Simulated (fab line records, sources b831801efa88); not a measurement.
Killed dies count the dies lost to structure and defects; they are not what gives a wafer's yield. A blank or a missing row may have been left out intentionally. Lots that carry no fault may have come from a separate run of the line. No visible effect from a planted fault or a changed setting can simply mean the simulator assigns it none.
The tool behind it: which one?    flow gf180mcu    7 lots (21 wafers sampled), 1 step of a 602-step route

## WHAT EACH GAUGE READ, for each wafer
GF_MIM_THK_MEAS_06.
lot   measured      on             MIM_CVD_05_THK (nm)
L211  day 25 01:24  film metro-01  41.4 42.3 43.1
L213  day 25 11:50  film metro-02  41.9 42.3 42.5
L217  day 26 22:28  film metro-04  41.7 41.7 42.4
L219  day 27 18:04  film metro-02  41.8 42.2 42.3
L221  day 28 03:01  film metro-01  42.7 42.9 42.8
L225  day 29 06:50  film metro-01  41.5 40.9 41.9
L233  day 31 13:29  film metro-02  41.1 41.7 42.8

## WHAT TOOL EACH LOT RAN ON (gives the tool, then ch and the chambers of the sampled wafers, and finally the start)
The record holds no process step before these readings.

## THE ANSWER, worked out from the rows above alone
Rule: the lots themselves supply what counts as usual. Put in order of their means at a reading, lots are off if they are a third of the lots or fewer, leave a main group of 4 or more, and stand apart from it by a gap of 3 or more times the standard deviation of the main group's means; of several such gaps the widest counts. A main group whose means are all the same, to the digits that the tables above print for the reading, isn't used. A lot without any number at a reading at which 4 lots or more have one is off too. Where the step has rows for the other lots, those lots are counted as sound.
No lot is off on any of the readings shown, so nothing can be concluded from this.

## WHAT WAS PUT IN BY THE SIMULATOR
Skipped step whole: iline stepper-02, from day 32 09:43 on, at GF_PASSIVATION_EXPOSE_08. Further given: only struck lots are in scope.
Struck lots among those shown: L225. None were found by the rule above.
